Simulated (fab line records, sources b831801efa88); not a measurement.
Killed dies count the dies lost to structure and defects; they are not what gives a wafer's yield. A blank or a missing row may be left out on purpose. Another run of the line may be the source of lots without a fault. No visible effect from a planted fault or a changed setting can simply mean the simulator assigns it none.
What tool caused it? + flow gf180mcu + 7 lots, 20 wafers sampled, at 1 step of a route of 602

## WHAT THE GAUGES READ, wafer by wafer
GF_HV_LDD_TW_MEAS_50.
| lot  | measured     | on            | HV_LDD_4_TW |
|------|--------------|---------------|-------------|
| L954 | day 12 20:23 | film-metro-04 | 568 565 566 |
| L958 | day 14 01:13 | film-metro-03 | 573 571 569 |
| L960 | day 14 19:45 | film-metro-03 | 570 571 569 |
| L962 | day 15 11:15 | film-metro-04 | 562 565     |
| L970 | day 18 15:13 | film-metro-03 | 568 566 568 |
| L973 | day 19 11:38 | film-metro-01 | 576 579 573 |
| L975 | day 19 21:46 | film-metro-01 | 575 576 575 |

## WHICH TOOL RAN EACH LOT (tool, then ch and the chambers of the sampled wafers, then the start)
The record holds no process step before these readings.

## THE ANSWER, worked out from the rows above alone
Rule: what is usual is taken from the lots themselves. The widest of any qualifying gaps counts: lots, ordered by their means at a reading, are off when they make up no more than a third of the lots, leave a main group of 4 or more, and stand apart from it by 3 or more times the standard deviation of that group's means. The tables above print the reading to a certain number of digits; a main group whose means all agree to those digits is not used. Also off: a lot with no number at a reading for which 4 or more lots have one. Any other lot the step has rows for is counted as sound.
No lot is off at any reading shown: from this, nothing can be told.

## WHAT THE SIMULATOR HAD INSERTED
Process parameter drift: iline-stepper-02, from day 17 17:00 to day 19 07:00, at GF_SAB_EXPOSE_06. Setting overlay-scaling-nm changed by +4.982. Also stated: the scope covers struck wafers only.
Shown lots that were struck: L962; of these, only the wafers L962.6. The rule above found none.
